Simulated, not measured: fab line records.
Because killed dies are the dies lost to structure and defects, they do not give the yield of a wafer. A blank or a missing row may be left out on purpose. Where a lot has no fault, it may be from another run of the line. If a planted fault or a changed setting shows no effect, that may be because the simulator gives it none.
A lot that was struck, set against a sound lot :: flow sfq_line :: 42 out of 325 route steps
Sound: wafers L321.2, L321.5, L321.6. Struck: wafers L310.3, L310.4. (L310.1 of the same lot was not struck and is left out.) The cause comes at the end.
For every step that has rows: the tool of each side, followed by ch and its chambers, followed by its first start. Under that, the readings that differ: sound wafers :: struck wafers :: difference of the means :: sigmas: that difference in standard deviations of wafers without a fault.
alike: readings with means less than 2 such deviations apart, plus words and numbers identical on both sides. not compared: withheld readings, readings lacking a value on some wafer, bounds such as >300 that could conceal the same value, and numbers that have no deviation in the record and whose values overlap.
Wherever a step has rows on one side only, a row that says differs or no value, or a row with sigmas, the two part there. Non-overlapping numbers with no deviation appear without sigmas and do not part them. A reading that every wafer of one side lacks parts them only if that side has two wafers or more.

first, 6 steps without rows for these wafers: SFQ_TRILAYER_M4_LITHO_COAT_098 (resist thk 62 nm); SFQ_TRILAYER_M4_LITHO_COAT_093 (resist thk 600 nm); SFQ_TRILAYER_M4_LITHO_SOFTBAKE_097; SFQ_TRILAYER_M4_LITHO_EXPOSE_094 (exposes mask M4, target cd 500 nm); SFQ_TRILAYER_M4_LITHO_PEB_096 (peb time 60 s); SFQ_TRILAYER_M4_LITHO_DEVELOP_095 (time 60 s).
SFQ_M4_OVL_MEAS_926:
  struck on overlay-02, day 59 08:05; sound on overlay-02, day 61 17:49
  alike: M4_OVL
SFQ_TRILAYER_M4_BARC_OPEN_METAL_ETCH_123: etches BARC in O2, target depth 125 nm, time 41.7 s.
  sound on rie_metal-02 ch 0,1, day 61 17:51; struck on rie_metal-03 ch 0,1, day 59 08:08
  alike: drypump_motor_current_A, oes_product_au, rf_fwd_power_W
  not compared: rf_hours_counter_h
then, 1 step without rows for these wafers: SFQ_TRILAYER_M4_ETCH_METAL_ETCH_096 (etches Nb in Cl2/Ar, stops on SiO2, target depth 240 nm, time 120 s).
SFQ_TRILAYER_M4_STRIP_STRIP_097: strips in O2.
  sound on rie_metal-02 ch 0,1, day 61 18:02; struck on rie_metal-03 ch 0,1, day 59 08:19
  alike: drypump_motor_current_A, oes_product_au
  not compared: rf_hours_counter_h
then, 1 step without rows for these wafers: SFQ_TRILAYER_M4_STRIP_SOLV_CLEAN_098 (cleans in NMP, time 600 s).
SFQ_TRILAYER_I4_DEP_PECVD_099: deposits SiO2 from SiH4/N2O, time 111.11 s, target thk 500 nm.
  sound on pecvd-01 ch 0,2, day 61 18:50; struck on pecvd-04 ch 1, day 59 09:05
  alike: heater_power_w, rf_fwd_power_W, throttle_valve_pct
SFQ_TRILAYER_I4_CMP_CMP_100: polishes SiO2.
  sound on cmp-01 ch 1,2, day 62 11:15; struck on cmp-02 ch 0,1, day 59 12:41
reading: time_to_endpoint_s (s)
sound: 215 213 209
struck: 245 251
difference: +36
sigmas: +4

reading: model.SiO2_of_TRILAYER_I4_DEP_PECVD_099.thk_nm (nm)
sound: 199.4 198.5 199.9
struck: 180.3 181.4
difference: -18.4
sigmas: 
  alike: motor_current_A
SFQ_I4_BOW_MEAS_927:
  struck on film_metro-04, day 59 15:41; sound on film_metro-02, day 62 14:16
  alike: I4_BOW
SFQ_TRILAYER_I4_METRO_MEASURE_101:
  struck on film_metro-04, day 59 15:49; sound on film_metro-02, day 62 14:34
reading: thk_nm (nm)
sound: 199.3 198.6 200.0
struck: 180.5 181.3
difference: -18.4
sigmas: -17
then, 6 steps without rows for these wafers: SFQ_TRILAYER_I4_VIA_LITHO_COAT_108 (resist thk 62 nm); SFQ_TRILAYER_I4_VIA_LITHO_COAT_103 (resist thk 650 nm); SFQ_TRILAYER_I4_VIA_LITHO_SOFTBAKE_107; SFQ_TRILAYER_I4_VIA_LITHO_EXPOSE_104 (exposes mask I4, target cd 700 nm); SFQ_TRILAYER_I4_VIA_LITHO_PEB_106 (peb time 60 s); SFQ_TRILAYER_I4_VIA_LITHO_DEVELOP_105 (time 60 s).
-- the record jumps here: 4 days lie between the struck wafers' starts before and after --
SFQ_I4_OVL_MEAS_928:
  struck on overlay-02, day 64 03:40; sound on overlay-01, day 66 15:55
  alike: I4_OVL
then, 1 step without rows for these wafers: SFQ_TRILAYER_I4_VIA_BARC_OPEN_VIA_ETCH_146 (etches BARC in O2, target depth 125 nm, time 41.7 s).
SFQ_TRILAYER_I4_VIA_ETCH_VIA_ETCH_106: etches SiO2 in CHF3, stops on Nb, target depth 260 nm.
  sound on rie_diel-03 ch 1,2,3, day 66 15:59; struck on rie_diel-04 ch 1,3, day 64 03:44
reading: oes_product_au (a.u.)
sound: 0.857 0.852 0.857
struck: 0.803 0.808
difference: -0.050
sigmas: -10

reading: model.I4.feature_depth_nm (nm)
sound: 199.4 198.5 199.9
struck: 180.3 181.4
difference: -18.4
sigmas: 

reading: model.etch.depth_nm (nm)
sound: 199.4 198.5 199.9
struck: 180.3 181.4
difference: -18.4
sigmas: 
  alike: drypump_motor_current_A, rf_fwd_power_W
then, 4 steps without rows for these wafers: SFQ_TRILAYER_I4_VIA_STRIP_STRIP_107 (strips in O2); SFQ_TRILAYER_I4_VIA_STRIP_SOLV_CLEAN_108 (cleans in NMP, time 600 s); SFQ_TRILAYER_JJ_TRILAYER_DEP_PRE_CLEAN_113 (time 22.5 s); SFQ_TRILAYER_JJ_TRILAYER_DEP_SPUTTER_109 (material Nb, target thk 150 nm, time 100 s).
SFQ_TRILAYER_JJ_TRILAYER_DEP_SPUTTER_110: material Al, target thk 8 nm, time 10 s.
  struck on pvd_sputter-03, day 64 04:44; sound on pvd_sputter-03, day 66 16:59
  alike: throttle_valve_pct
then, 2 steps without rows for these wafers: SFQ_TRILAYER_JJ_TRILAYER_DEP_AL_OXIDATION_111 (oxidation time 600 s); SFQ_TRILAYER_JJ_TRILAYER_DEP_SPUTTER_112 (material Nb, target thk 170 nm, time 113.3 s).
SFQ_JJ_RS_MEAS_929: measures by four-point-probe.
  struck on film_metro-03, day 64 05:50; sound on film_metro-02, day 66 18:06
  alike: JJ_NB_RS
then, 6 steps without rows for these wafers: SFQ_TRILAYER_JJ_CE_LITHO_COAT_119 (resist thk 62 nm); SFQ_TRILAYER_JJ_CE_LITHO_COAT_114 (resist thk 600 nm); SFQ_TRILAYER_JJ_CE_LITHO_SOFTBAKE_118; SFQ_TRILAYER_JJ_CE_LITHO_EXPOSE_115 (exposes mask J5, target cd 700 nm); SFQ_TRILAYER_JJ_CE_LITHO_PEB_117 (peb time 60 s); SFQ_TRILAYER_JJ_CE_LITHO_DEVELOP_116 (time 60 s).
-- the record jumps here: 4 days lie between the struck wafers' starts before and after --
SFQ_JJ_OVL_MEAS_931:
  struck on overlay-01, day 68 16:10; sound on overlay-01, day 71 09:44
reading: J5_OVL (nm)
sound: -12 -11 -11
struck: -1 7
difference: +14
sigmas: +2
SFQ_TRILAYER_JJ_CE_METRO_MEASURE_117:
  struck on cd_sem-01, day 68 16:12; sound on cd_sem-02, day 71 09:58
  alike: cd_nm
then, 1 step without rows for these wafers: SFQ_TRILAYER_JJ_CE_BARC_OPEN_RIE_150 (chemistry O2, target BARC, target depth 240 nm, time 80 s).
-- the record jumps here: 4 days lie between the struck wafers' starts before and after --
SFQ_TRILAYER_M5_ETCH_METAL_ETCH_126: etches Nb in Cl2/BCl3, stops on SiO2, time 203.2 s, target depth 265 nm.
  sound on rie_metal-04 ch 0,1, day 75 17:33; struck on rie_metal-02 ch 0,1, day 73 01:28
reading: model.SiO2_of_TRILAYER_I4_DEP_PECVD_099.thk_nm (nm)
sound: 179.7 178.8 180.1
struck: 160.5 161.4
difference: -18.6
sigmas: 
  alike: drypump_motor_current_A, oes_product_au, rf_fwd_power_W
  not compared: rf_hours_counter_h

== WHERE THEY PART ==
Last at SFQ_JJ_OVL_MEAS_931 as far as this record goes, first at SFQ_TRILAYER_I4_CMP_CMP_100. Later steps at which nothing parts them and some readings are alike: SFQ_TRILAYER_JJ_CE_METRO_MEASURE_117, SFQ_TRILAYER_M5_ETCH_METAL_ETCH_126.

WHY: what the simulator had put in
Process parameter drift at SFQ_TRILAYER_I4_CMP_CMP_100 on cmp-02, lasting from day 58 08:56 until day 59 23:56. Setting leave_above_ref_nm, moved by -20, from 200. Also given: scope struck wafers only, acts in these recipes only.
